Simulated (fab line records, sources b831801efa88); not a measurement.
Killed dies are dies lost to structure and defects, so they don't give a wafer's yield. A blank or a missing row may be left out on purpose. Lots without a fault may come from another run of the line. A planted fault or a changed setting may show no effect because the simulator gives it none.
fab line records | flow sky130
record lots=11 wafers=31 last_day=50
route steps=708 shown LOCAL_INTERCONNECT@401 CONTACT@406 PAD_OPEN@708
lots that met no fault: from a run of the same line without faults
start_h: hours from the record's first day to the start of the lot's first wafer shown | wait_h: hours since the lot's step before | " the same as in the row above | L1.1+2: a row that stands for several wafers | - no value, or no start given | * or withheld: withheld | < > ~ a bound
route shown NAME@n: a module of which the file shows steps, and the number in the route of the first | usual: mean/standard deviation of fault-free wafers | same: alike in all rows | chamber/n: place in a boat | sites: the reading at each site | _std_site: their standard deviation | _edge_site: outer sites' mean less inner sites' | radius_mm: how far each site lies from the wafer's centre | mask NAME#n: copy n | behind: the tool/chamber that last shaped the wafer | hold: why the lot was held/for how many hours/how that ended | device: the transistor (n, p or np) that didn't switch | end of line: the same wafers' tests at the end of the route | a step without rows: its recipe alone | killed: dies lost to structure and defects at the first sort, not the wafer's yield | map: a wafer's dies, x killed, . not, _ none there
set.NAME: the setting as run; set.NAME@STEP: as run at that earlier step | model.NAME: the simulator's own value behind a step, which no gauge read
steps of the route over a sample of lots; a table a step, a row a wafer
services: from which hour (start_h, from the record's first day; less than 0 if before it) a tool's chamber was out of use, for how many hours, and why
## steps
# step SKY_LOCAL_INTERCONNECT_METAL_ETCH_14
# recipe target_depth_nm=110 stop_on=PSG chemistry=Cl2/BCl3 target=TiN resist_sidewall_deg=88 pressure_mtorr=10 icp_w=900 bias_w=48.5 Cl2_flow_sccm=60 bcl3_flow_sccm=30 time_s=31.4
# usual drypump_motor_current_A=5.4/0.52 oes_product_au=0.939/0.007 throttle_valve_pct=21.903/0.0096
# columns lot.wafer tool chamber start_h wait_h drypump_motor_current_A oes_product_au rf_hours_counter_h throttle_valve_pct
L195.1 rie_metal-03 0 704.14 0.1 5.2 0.949 8 21.905
L195.2 " 0 " " 5.2 0.933 - 21.917
L195.3 " 0 " " 5.2 0.928 - 21.904
L196.1 rie_metal-01 0 724.88 0.0 5.2 0.940 3 21.910
L196.2 " 1 " " 5.4 0.944 15 21.904
L196.5 " 1 " " 5.4 0.941 - 21.885
L200.4 rie_metal-03 1 769.25 0.0 4.7 0.939 - 21.913
L200.5 " 0 " " 5.2 0.936 - 21.897
L200.6 " 1 " " 4.7 0.936 - 21.901
L202.2 rie_metal-02 1 784.18 0.0 6.5 0.944 13 21.919
L202.4 " 0 " " 5.0 0.945 - 21.903
L202.5 " 0 " " 5.0 0.937 - 21.912
L207.2 rie_metal-01 1 807.42 0.0 5.4 0.944 1 21.888
L207.3 " 0 " " 5.2 0.937 - 21.911
L207.5 " 1 " " 5.3 0.942 - 21.896
L212.2 rie_metal-01 0 844.57 0.0 5.2 0.945 7 21.914
L212.4 " 1 " " 5.4 0.936 - 21.906
L212.6 " 0 " " 5.2 0.934 - 21.900
L213.4 rie_metal-01 0 858.00 0.0 5.2 0.937 - 21.904
L213.6 " 1 " " 5.4 0.932 - 21.903
L214.3 rie_metal-01 1 861.74 0.0 5.4 0.938 - 21.910
L214.6 " 1 " " 5.4 0.936 - 21.902
L215.1 rie_metal-02 0 865.87 0.0 5.0 0.939 5 21.885
L215.3 " 0 " " 5.0 0.936 - 21.891
L215.6 " 0 " " 5.0 0.935 - 21.903
L216.2 rie_metal-02 0 877.68 0.0 5.0 0.936 5 21.902
L216.4 " 0 " " 5.0 0.933 - 21.908
L216.5 " 1 " " 6.4 0.933 - 21.909
L218.2 rie_metal-03 0 883.78 0.0 5.2 0.940 17 21.898
L218.3 " 1 " " 4.7 0.937 - 21.918
L218.4 " 0 " " 5.3 0.941 - 21.898
# step SKY_LOCAL_INTERCONNECT_STRIP_15
# recipe chemistry=O2/N2 power_w=1400 pressure_mtorr=1500 platen_temp_c=withheld o2_flow_sccm=3000 n2_flow_sccm=300 overash_fraction=0.5
# usual drypump_motor_current_A=5.4/0.42 oes_product_au=0.427/0.0044 strip_time_to_endpoint_s=4.727/0.02
# same overash_fraction=0.5
# columns lot.wafer tool chamber start_h wait_h drypump_motor_current_A oes_product_au rf_hours_counter_h strip_time_to_endpoint_s
L195.1 plasma_asher-01 1 704.24 0.1 5.0 0.429 26 4.750
L195.2 " 0 " " 6.1 0.429 26 4.732
L195.3 " 1 " " 5.0 0.428 - 4.740
L196.1 plasma_asher-02 1 724.93 0.0 5.7 0.434 102 4.715
L196.2 " 0 " " 5.0 0.430 102 4.726
L196.5 " 1 " " 5.7 0.427 - 4.735
L200.4 plasma_asher-01 0 769.32 0.1 6.2 0.421 - 4.764
L200.5 " 1 " " 5.0 0.427 - 4.735
L200.6 " 0 " " 6.2 0.437 - 4.726
L202.2 plasma_asher-02 0 784.23 0.0 5.1 0.435 3 4.708
L202.4 " 0 " " 5.0 0.431 - 4.739
L202.5 " 0 " " 5.0 0.429 - 4.748
L207.2 plasma_asher-02 0 807.48 0.0 5.0 0.424 6 4.749
L207.3 " 1 " " 5.7 0.433 - 4.752
L207.5 " 1 " " 5.7 0.434 - 4.774
L212.2 plasma_asher-03 0 844.63 0.0 5.3 0.430 71 4.737
L212.4 " 0 " " 5.3 0.425 - 4.732
L212.6 " 0 " " 5.3 0.426 - 4.728
L213.4 plasma_asher-03 0 858.07 0.1 5.3 0.421 - 4.730
L213.6 " 0 " " 5.3 0.429 - 4.729
L214.3 plasma_asher-01 0 861.81 0.1 6.1 0.428 - 4.755
L214.6 " 1 " " 5.0 0.430 - 4.757
L215.1 plasma_asher-01 0 865.93 0.0 6.1 0.428 42 4.719
L215.3 " 1 " " 5.0 0.429 - 4.705
L215.6 " 1 " " 5.0 0.432 - 4.723
L216.2 plasma_asher-02 0 877.73 0.0 5.1 0.433 12 4.720
L216.4 " 0 " " 5.1 0.426 - 4.687
L216.5 " 1 " " 5.8 0.421 - 4.707
L218.2 plasma_asher-03 1 883.83 0.0 5.2 0.418 76 4.731
L218.3 " 0 " " 5.3 0.425 - 4.721
L218.4 " 1 " " 5.3 0.430 - 4.725
# step SKY_CONTACT_CVD_00
# recipe material=Si3N4 target_thk_nm=75 temp_c=400 time_s=withheld rf_w=450
# usual heater_power_w=734/81
# columns lot.wafer tool chamber start_h wait_h heater_power_w
L195.1 pecvd-01 0 704.83 0.0 776
L195.2 " 1 " " 827
L195.3 " 2 " " 759
L196.1 pecvd-01 1 725.52 0.0 875
L196.2 " 2 " " 840
L196.5 " 0 " " 726
L200.4 pecvd-02 2 769.89 0.0 762
L200.5 " 1 " " 701
L200.6 " 0 " " 723
L202.2 pecvd-01 0 784.82 0.0 793
L202.4 " 0 " " 819
L202.5 " 2 " " 780
L207.2 pecvd-01 2 808.07 0.0 786
L207.3 " 0 " " 700
L207.5 " 0 " " 707
L212.2 pecvd-02 2 845.26 0.0 781
L212.4 " 1 " " 737
L212.6 " 2 " " 796
L213.4 pecvd-04 1 858.64 0.0 676
L213.6 " 2 " " 740
L214.3 pecvd-01 1 862.37 0.0 780
L214.6 " 0 " " 749
L215.1 pecvd-02 0 866.52 0.0 601
L215.3 " 2 " " 834
L215.6 " 0 " " 593
L216.2 pecvd-04 0 878.33 0.0 671
L216.4 " 1 " " 608
L216.5 " 0 " " 684
L218.2 pecvd-02 1 884.43 0.0 718
L218.3 " 0 " " 643
L218.4 " 1 " " 719
# step SKY_CONTACT_COAT_08
# recipe resist=BARC temp_c=withheld time_s=withheld spin_rpm=3000 resist_thk_nm=60
# usual exhaust_pa=45.1/0.88
# columns lot.wafer tool chamber start_h wait_h exhaust_pa
L195.1 litho_track-04 0 719.15 0.1 45.2
L195.2 " 0 " " 44.9
L195.3 " 0 " " 43.8
L196.1 litho_track-02 0 739.60 0.1 45.8
L196.2 " 0 " " 46.4
L196.5 " 0 " " 45.3
L200.4 litho_track-03 0 783.70 0.1 45.2
L200.5 " 0 " " 45.1
L200.6 " 0 " " 45.6
L202.2 litho_track-03 0 798.25 0.1 46.1
L202.4 " 0 " " 44.0
L202.5 " 0 " " 45.0
L207.2 litho_track-04 0 821.97 0.1 43.9
L207.3 " 0 " " 44.4
L207.5 " 0 " " 43.9
L212.2 litho_track-02 0 858.88 0.1 44.4
L212.4 " 0 " " 43.9
L212.6 " 0 " " 44.6
L213.4 litho_track-02 0 871.93 0.1 46.0
L213.6 " 0 " " 44.7
L214.3 litho_track-02 0 875.35 0.1 44.5
L214.6 " 0 " " 45.3
L215.1 litho_track-03 0 879.62 0.1 45.9
L215.3 " 0 " " 47.6
L215.6 " 0 " " 46.4
L216.2 litho_track-04 0 891.82 0.1 46.5
L216.4 " 0 " " 44.8
L216.5 " 0 " " 46.3
L218.2 litho_track-04 0 897.62 0.1 45.1
L218.3 " 0 " " 44.1
L218.4 " 0 " " 44.7
# step SKY_CONTACT_ETCH_16
# recipe chemistry=N2/H2 target=BARC ion_energy_ev=200 source_w=500 bias_w=100 pressure_mtorr=30 n2_flow_sccm=100 h2_flow_sccm=200 stop_on=SiO2 time_s=45.9 target_depth_a=600
# usual drypump_motor_current_A=5.8/0.45 oes_product_au=0.855/0.0045 throttle_valve_pct=13.225/0.0092
# columns lot.wafer tool chamber start_h wait_h drypump_motor_current_A oes_product_au rf_hours_counter_h throttle_valve_pct
L195.1 rie_diel-01 0 733.35 0.0 5.2 0.851 15 13.231
L195.2 " 3 " " 5.5 0.848 45 13.211
L195.3 " 2 " " 5.5 0.857 5 13.229
L196.1 rie_diel-03 1 754.35 0.0 6.6 0.857 11 13.221
L196.2 " 3 " " 5.2 0.855 8 13.229
L196.5 " 0 " " 6.2 0.851 - 13.227
L200.4 rie_diel-03 3 797.31 0.0 5.2 0.858 10 13.229
L200.5 " 1 " " 6.6 0.856 - 13.248
L200.6 " 2 " " 6.3 0.857 - 13.233
L202.2 rie_diel-03 3 812.06 0.0 5.2 0.845 10 13.232
L202.4 " 1 " " 6.5 0.853 - 13.226
L202.5 " 0 " " 6.2 0.847 - 13.216
L207.2 rie_diel-01 0 835.95 0.0 5.2 0.854 18 13.241
L207.3 " 3 " " 5.5 0.856 2 13.232
L207.5 " 2 " " 5.5 0.848 - 13.230
L212.2 rie_diel-01 2 872.56 0.0 5.5 0.855 10 13.216
L212.4 " 1 " " 5.8 0.960 2 13.239
L212.6 " 0 " " 5.2 0.856 - 13.234
L213.4 rie_diel-03 0 885.16 0.0 6.2 0.956 15 13.225
L213.6 " 0 " " 6.2 0.852 - 13.235
L214.3 rie_diel-04 3 888.78 0.0 5.3 0.956 19 13.246
L214.6 " 3 " " 5.3 0.856 - 13.212
L215.1 rie_diel-04 1 893.11 0.0 5.9 0.861 7 13.214
L215.3 " 3 " " 5.3 0.852 19 13.230
L215.6 " 1 " " 5.9 0.861 - 13.216
L216.2 rie_diel-04 1 905.01 0.0 5.9 0.853 7 13.236
L216.4 " 1 " " 5.9 0.848 - 13.223
L216.5 " 0 " " 6.3 0.856 - 13.237
L218.2 rie_diel-01 0 910.41 0.0 5.2 0.858 21 13.215
L218.3 " 3 " " 5.5 0.844 5 13.224
L218.4 " 1 " " 5.8 0.859 3 13.232
# step SKY_CONTACT_STRIP_19
# recipe chemistry=O2/N2 power_w=1400 pressure_mtorr=1500 platen_temp_c=withheld o2_flow_sccm=3000 n2_flow_sccm=300 overash_fraction=0.5
# usual drypump_motor_current_A=5.4/0.31 oes_product_au=0.381/0.0049 strip_time_to_endpoint_s=3.63/0.034
# same overash_fraction=0.5
# columns lot.wafer tool chamber start_h wait_h drypump_motor_current_A oes_product_au rf_hours_counter_h strip_time_to_endpoint_s
L195.1 plasma_asher-03 0 733.49 - 5.3 0.371 60 3.65
L195.2 " 1 " " 5.3 0.387 60 3.64
L195.3 " 1 " " 5.3 0.388 - 3.67
L196.1 plasma_asher-04 0 754.49 - 5.1 0.382 95 3.60
L196.2 " 1 " " 5.8 0.386 95 3.66
L196.5 " 0 " " 5.1 0.385 - 3.63
L200.4 plasma_asher-03 1 797.48 - 5.2 0.380 - 3.67
L200.5 " 0 " " 5.3 0.378 - 3.65
L200.6 " 1 " " 5.3 0.379 - 3.57
L202.2 plasma_asher-02 1 812.19 - 5.7 0.383 6 3.68
L202.4 " 1 " " 5.7 0.383 - 3.66
L202.5 " 1 " " 5.7 0.386 - 3.63
L207.2 plasma_asher-04 1 836.09 - 5.8 0.383 104 3.68
L207.3 " 0 " " 5.1 0.372 - 3.63
L207.5 " 1 " " 5.8 0.384 - 3.66
L212.2 plasma_asher-04 1 872.69 - 5.8 0.388 108 3.60
L212.4 " 0 " " 5.1 0.389 - 3.76
L212.6 " 1 " " 5.8 0.390 - 3.66
L213.4 plasma_asher-03 0 885.33 - 5.3 0.391 - 3.78
L213.6 " 1 " " 5.2 0.378 - 3.63
L214.3 plasma_asher-03 1 888.94 - 5.2 0.380 - 3.79
L214.6 " 0 " " 5.3 0.376 - 3.62
L215.1 plasma_asher-03 1 893.24 - 5.2 0.378 76 3.68
L215.3 " 0 " " 5.3 0.376 - 3.61
L215.6 " 0 " " 5.3 0.382 - 3.65
L216.2 plasma_asher-02 1 905.14 - 5.7 0.378 15 3.64
L216.4 " 0 " " 5.0 0.385 - 3.63
L216.5 " 1 " " 5.7 0.389 - 3.62
L218.2 plasma_asher-04 1 910.54 - 5.8 0.386 111 3.65
L218.3 " 0 " " 5.1 0.379 - 3.59
L218.4 " 1 " " 5.8 0.379 - 3.59
# step SKY_PAD_OPEN_PROBE_99
# usual killed_at_M0_to_M3=43/6.6 killed_at_M4_up=2.9/1.6 killed_at_contacts=24/4.9 killed_at_front_end=15/4.5 killed_at_other=0.2/0.45 killed_dies=86/8.8 killed_open=48/6.4 killed_short=38/5.6
# same gross_dies=492 killed_at_back_side=0
# columns lot.wafer tool chamber start_h wait_h killed_at_M0_to_M3 killed_at_M4_up killed_at_contacts killed_at_front_end killed_at_other killed_dies killed_open killed_short
L195.1 prober-01 - 1075.66 0.1 39 3 20 18 1 81 48 33
L195.2 prober-01 - 1075.71 0.1 39 4 16 12 0 71 35 36
L195.3 prober-01 - 1075.76 0.2 41 3 17 16 1 78 44 34
L196.1 prober-02 - 1092.79 0.1 47 7 20 7 0 81 40 41
L196.2 prober-02 - 1092.84 0.1 50 1 24 14 1 90 49 41
L196.5 prober-02 - 1092.99 0.2 52 2 24 11 2 91 51 40
L200.4 prober-01 - 1126.39 0.2 43 6 20 13 0 82 45 37
L200.5 prober-01 - 1126.44 0.2 49 3 31 20 0 103 62 41
L200.6 prober-01 - 1126.49 0.2 45 2 26 18 0 91 52 39
L202.2 prober-01 - 1136.98 0.1 41 4 30 15 0 90 46 44
L202.4 prober-01 - 1137.08 0.2 53 3 27 11 0 94 57 37
L202.5 prober-01 - 1137.13 0.2 42 1 24 21 0 88 45 43
L207.2 prober-01 - 1153.37 0.1 38 5 25 18 0 86 49 37
L207.3 prober-01 - 1153.42 0.2 54 3 24 29 0 110 64 46
L207.5 prober-01 - 1153.52 0.2 34 3 24 20 0 81 49 32
L212.2 prober-01 - 1178.73 0.1 39 5 20 16 0 80 46 34
L212.4 prober-01 - 1178.83 0.2 51 2 18 19 0 90 58 32
L212.6 prober-01 - 1178.93 0.2 52 2 17 11 0 82 49 33
L213.4 prober-02 - 1186.28 0.2 45 3 32 21 0 101 60 41
L213.6 prober-02 - 1186.38 0.2 42 3 25 17 0 87 46 41
L214.3 prober-01 - 1188.34 0.2 38 2 23 29 0 92 54 38
L214.6 prober-01 - 1188.49 0.2 40 2 26 21 0 89 45 44
L215.1 prober-02 - 1190.37 0.1 45 1 19 14 0 79 44 35
L215.3 prober-02 - 1190.47 0.2 41 3 30 16 1 91 42 49
L215.6 prober-02 - 1190.62 0.2 46 2 27 16 2 93 52 41
L216.2 prober-01 - 1202.89 0.1 29 5 26 7 0 67 40 27
L216.4 prober-01 - 1202.99 0.2 39 2 33 13 0 87 45 42
L216.5 prober-01 - 1203.04 0.2 40 5 29 4 0 78 41 37
L218.2 prober-01 - 1204.85 0.1 37 5 23 17 0 82 49 33
L218.3 prober-01 - 1204.90 0.2 46 2 24 11 0 83 47 36
L218.4 prober-01 - 1204.95 0.2 37 2 20 19 0 78 42 36
# killed by level:class
L195.1 VIA1:geometric_particle:open=10 VIA3:geometric_particle:open=6 LI_CONTACT:geometric_particle:open=6 FIELD_ISO:geometric_particle:open=5 CONTACT:geometric_particle:open=5 VIA2:geometric_particle:open=5 METAL3:geometric_particle:short=4 VIA3:geometric_particle:short=4
L195.2 VIA1:geometric_particle:open=12 FIELD_ISO:geometric_particle:short=7 CONTACT:geometric_particle:open=6 METAL2:geometric_particle:short=6 VIA2:geometric_particle:open=5 METAL1:geometric_particle:short=4 METAL4:geometric_particle:short=4 LOCAL_INTERCONNECT:geometric_particle:short=3
L195.3 VIA2:geometric_particle:open=11 VIA1:geometric_particle:open=9 LOCAL_INTERCONNECT:geometric_particle:short=6 FIELD_ISO:geometric_particle:open=3 METAL1:geometric_particle:short=3 POLY_GATE:geometric_particle:open=3 POLY_CUT:geometric_particle:short=3 LI_CONTACT:geometric_particle:open=3
L196.1 VIA1:geometric_particle:open=9 METAL1:geometric_particle:short=8 LI_CONTACT:geometric_particle:open=7 VIA1:geometric_particle:short=7 METAL2:geometric_particle:short=7 CONTACT:geometric_particle:open=6 VIA2:geometric_particle:open=5 LOCAL_INTERCONNECT:geometric_particle:short=4
L196.2 VIA1:geometric_particle:open=12 CONTACT:geometric_particle:open=10 VIA2:geometric_particle:short=8 METAL1:geometric_particle:short=6 VIA3:geometric_particle:open=5 LI_CONTACT:geometric_particle:open=5 FIELD_ISO:geometric_particle:open=4 FIELD_ISO:geometric_particle:short=4
L196.5 VIA2:geometric_particle:open=14 CONTACT:geometric_particle:open=12 VIA1:geometric_particle:open=8 METAL2:geometric_particle:short=7 VIA3:geometric_particle:open=6 VIA1:geometric_particle:short=6 CONTACT:geometric_particle:short=5 VIA2:geometric_particle:short=5
L200.4 CONTACT:geometric_particle:open=9 FIELD_ISO:geometric_particle:open=8 VIA2:geometric_particle:open=8 VIA1:geometric_particle:open=7 VIA3:geometric_particle:open=6 LOCAL_INTERCONNECT:geometric_particle:short=5 METAL2:geometric_particle:short=5 POLY_GATE:geometric_particle:short=4
L200.5 VIA2:geometric_particle:open=13 CONTACT:geometric_particle:open=11 LI_CONTACT:geometric_particle:open=10 VIA1:geometric_particle:open=8 VIA3:geometric_particle:open=6 METAL2:geometric_particle:short=5 VIA2:geometric_particle:short=5 LOCAL_INTERCONNECT:geometric_particle:short=4
L200.6 CONTACT:geometric_particle:open=11 VIA1:geometric_particle:open=11 VIA1:geometric_particle:short=7 POLY_GATE:geometric_particle:short=6 LI_CONTACT:geometric_particle:open=6 VIA2:geometric_particle:open=6 LOCAL_INTERCONNECT:geometric_particle:short=5 POLY_GATE:geometric_particle:open=5
L202.2 CONTACT:geometric_particle:open=12 CONTACT:geometric_particle:short=7 FIELD_ISO:geometric_particle:open=6 VIA1:geometric_particle:open=6 VIA3:geometric_particle:open=6 VIA2:geometric_particle:open=5 METAL1:geometric_particle:short=5 LI_CONTACT:geometric_particle:open=4
L202.4 VIA1:geometric_particle:open=15 LI_CONTACT:geometric_particle:open=10 VIA1:geometric_particle:short=7 METAL2:geometric_particle:short=7 CONTACT:geometric_particle:open=6 VIA3:geometric_particle:open=6 METAL2:geometric_particle:open=5 VIA3:geometric_particle:short=5
L202.5 FIELD_ISO:geometric_particle:short=8 LI_CONTACT:geometric_particle:open=7 VIA2:geometric_particle:open=7 VIA3:geometric_particle:open=6 CONTACT:geometric_particle:short=6 CONTACT:geometric_particle:open=5 VIA1:geometric_particle:short=5 FIELD_ISO:geometric_particle:open=4
L207.2 LI_CONTACT:geometric_particle:open=10 VIA1:geometric_particle:open=9 METAL1:geometric_particle:short=7 CONTACT:geometric_particle:open=6 FIELD_ISO:geometric_particle:open=5 FIELD_ISO:geometric_particle:short=4 POLY_GATE:geometric_particle:open=4 LI_CONTACT:geometric_particle:short=4
L207.3 VIA1:geometric_particle:open=15 VIA3:geometric_particle:open=10 CONTACT:geometric_particle:open=10 FIELD_ISO:geometric_particle:short=9 VIA1:geometric_particle:short=8 VIA2:geometric_particle:open=7 LOCAL_INTERCONNECT:geometric_particle:short=6 POLY_GATE:geometric_particle:open=5
L207.5 CONTACT:geometric_particle:open=11 VIA1:geometric_particle:open=7 VIA2:geometric_particle:open=7 POLY_GATE:geometric_particle:open=5 POLY_GATE:geometric_particle:short=5 LI_CONTACT:geometric_particle:open=5 VIA3:geometric_particle:open=5 METAL1:geometric_particle:short=4
L212.2 VIA1:geometric_particle:open=8 VIA3:geometric_particle:open=7 LI_CONTACT:geometric_particle:open=6 CONTACT:geometric_particle:open=6 METAL2:geometric_particle:short=6 CONTACT:geometric_particle:short=5 VIA2:geometric_particle:open=5 FIELD_ISO:geometric_particle:open=4
L212.4 VIA1:geometric_particle:open=20 CONTACT:geometric_particle:open=9 FIELD_ISO:geometric_particle:open=6 POLY_GATE:geometric_particle:short=6 LI_CONTACT:geometric_particle:open=5 METAL2:geometric_particle:short=5 METAL1:geometric_particle:short=5 VIA3:geometric_particle:open=5
L212.6 VIA1:geometric_particle:open=13 VIA2:geometric_particle:open=9 LI_CONTACT:geometric_particle:open=7 VIA1:geometric_particle:short=6 METAL2:geometric_particle:short=6 VIA3:geometric_particle:open=6 CONTACT:geometric_particle:open=5 LOCAL_INTERCONNECT:geometric_particle:short=4
L213.4 CONTACT:geometric_particle:open=14 VIA1:geometric_particle:open=12 VIA3:geometric_particle:open=9 METAL2:geometric_particle:short=7 LOCAL_INTERCONNECT:geometric_particle:short=7 FIELD_ISO:geometric_particle:open=6 LI_CONTACT:geometric_particle:open=6 FIELD_ISO:geometric_particle:short=4
L213.6 VIA1:geometric_particle:open=9 CONTACT:geometric_particle:open=8 VIA2:geometric_particle:open=8 FIELD_ISO:geometric_particle:short=7 CONTACT:geometric_particle:short=6 VIA1:geometric_particle:short=6 VIA3:geometric_particle:open=6 LI_CONTACT:geometric_particle:open=4
L214.3 VIA1:geometric_particle:open=10 LI_CONTACT:geometric_particle:open=9 FIELD_ISO:geometric_particle:open=8 FIELD_ISO:geometric_particle:short=8 POLY_GATE:geometric_particle:short=6 CONTACT:geometric_particle:open=6 METAL1:geometric_particle:short=6 POLY_GATE:geometric_particle:open=5
L214.6 VIA1:geometric_particle:open=11 CONTACT:geometric_particle:short=9 CONTACT:geometric_particle:open=8 FIELD_ISO:geometric_particle:short=7 METAL2:geometric_particle:short=7 VIA3:geometric_particle:open=7 FIELD_ISO:geometric_particle:open=6 LI_CONTACT:geometric_particle:open=6
L215.1 VIA1:geometric_particle:open=10 METAL1:geometric_particle:short=8 VIA2:geometric_particle:open=8 CONTACT:geometric_particle:open=7 FIELD_ISO:geometric_particle:open=5 LI_CONTACT:geometric_particle:open=5 CONTACT:geometric_particle:short=5 VIA1:geometric_particle:short=5
L215.3 CONTACT:geometric_particle:open=14 VIA1:geometric_particle:open=8 METAL1:geometric_particle:short=8 METAL2:geometric_particle:short=6 POLY_GATE:geometric_particle:short=5 CONTACT:geometric_particle:short=5 FIELD_ISO:geometric_particle:open=4 LI_CONTACT:geometric_particle:open=4
L215.6 VIA3:geometric_particle:open=12 VIA1:geometric_particle:open=10 LOCAL_INTERCONNECT:geometric_particle:short=8 CONTACT:geometric_particle:open=8 LI_CONTACT:geometric_particle:open=6 VIA2:geometric_particle:open=4 CONTACT:geometric_particle:short=4 VIA1:geometric_particle:short=4
L216.2 LI_CONTACT:geometric_particle:open=9 CONTACT:geometric_particle:open=7 VIA2:geometric_particle:open=5 VIA3:geometric_particle:open=5 LOCAL_INTERCONNECT:geometric_particle:short=4 METAL4:geometric_particle:short=4 VIA1:geometric_particle:short=4 METAL2:geometric_particle:short=4
L216.4 CONTACT:geometric_particle:open=10 CONTACT:geometric_particle:short=9 VIA1:geometric_particle:open=9 VIA1:geometric_particle:short=7 METAL1:geometric_particle:short=6 VIA2:geometric_particle:open=6 VIA3:geometric_particle:open=6 LI_CONTACT:geometric_particle:open=5
L216.5 CONTACT:geometric_particle:open=14 VIA1:geometric_particle:open=8 METAL2:geometric_particle:short=8 CONTACT:geometric_particle:short=6 VIA2:geometric_particle:open=5 METAL4:geometric_particle:short=5 LI_CONTACT:geometric_particle:open=4 METAL1:geometric_particle:short=4
L218.2 VIA3:geometric_particle:open=9 LI_CONTACT:geometric_particle:open=8 CONTACT:geometric_particle:open=8 POLY_GATE:geometric_particle:short=6 VIA1:geometric_particle:open=6 VIA2:geometric_particle:open=5 METAL1:geometric_particle:short=5 FIELD_ISO:geometric_particle:short=4
L218.3 LI_CONTACT:geometric_particle:open=10 VIA1:geometric_particle:open=10 VIA3:geometric_particle:open=8 VIA2:geometric_particle:open=6 VIA2:geometric_particle:short=6 VIA3:geometric_particle:short=5 FIELD_ISO:geometric_particle:open=4 METAL2:geometric_particle:short=4
L218.4 CONTACT:geometric_particle:open=10 METAL1:geometric_particle:short=8 METAL2:geometric_particle:short=7 VIA1:geometric_particle:open=6 VIA2:geometric_particle:open=6 FIELD_ISO:geometric_particle:short=5 POLY_GATE:geometric_particle:open=5 LOCAL_INTERCONNECT:geometric_particle:short=5
## services
# columns tool chamber start_h hours kind
rie_diel-01 0 689.48 22.1 repair
plasma_asher-02 - 698.84 2.2 repair
plasma_asher-04 - 703.91 2.8 pm
pecvd-02 - 714.48 0.8 pm
pecvd-02 1 715.83 4.4 repair
rie_diel-01 1 720.09 8.3 repair
pecvd-02 - 729.48 14.6 pm
plasma_asher-02 - 733.75 9.0 pm
plasma_asher-01 - 735.68 1.2 repair
rie_diel-03 - 749.70 0.8 repair
rie_metal-01 0 751.15 3.6 repair
pecvd-02 - 757.74 0.5 repair
plasma_asher-02 - 762.01 2.1 repair
rie_diel-01 1 781.14 7.7 repair
rie_diel-01 2 789.10 4.2 repair
rie_diel-03 - 796.76 0.3 repair
pecvd-01 - 815.00 0.5 repair
rie_diel-03 1 818.20 15.2 repair
plasma_asher-02 - 844.87 4.4 repair
rie_diel-01 3 849.70 8.1 repair
pecvd-01 - 854.90 6.0 pm
rie_metal-01 1 886.97 13.6 repair
pecvd-01 - 890.63 1.1 repair
plasma_asher-02 - 907.51 1.2 repair
## key
first_sign step=SKY_CONTACT_ETCH_16 reading=oes_product_au direction=up sigmas=23 usual=0.855 struck=0.957
effect step=SKY_CONTACT_STRIP_19 reading=strip_time_to_endpoint_s direction=up sigmas=4.3 usual=* struck=*
met_at SKY_CONTACT_COAT_08
struck_lots L212,L213,L214
struck_wafers L212.4,L213.4,L214.3
tester_left_out L212,L213,L214
not_acting_at SKY_LOCAL_INTERCONNECT_METAL_ETCH_14,SKY_LOCAL_INTERCONNECT_STRIP_15,SKY_CONTACT_CVD_00
onset_between 739.60 858.88
fault kind=process_parameter_drift tool=litho_track-02 chamber=- onset_h=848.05 steps=SKY_CONTACT_COAT_08 channel=resist_thk_nm offset=13.051 shape=step end_h=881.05 scope=struck_wafers_only acts_in=these_recipes_only stated=60
# tester_left_out: of these lots the tester's yield and bins aren't shown, on N5 and GAA mostly nor the transistor test; their killed dies are dies lost to structure and defects alone, not to doping, threshold or leakage, so they don't give the yield
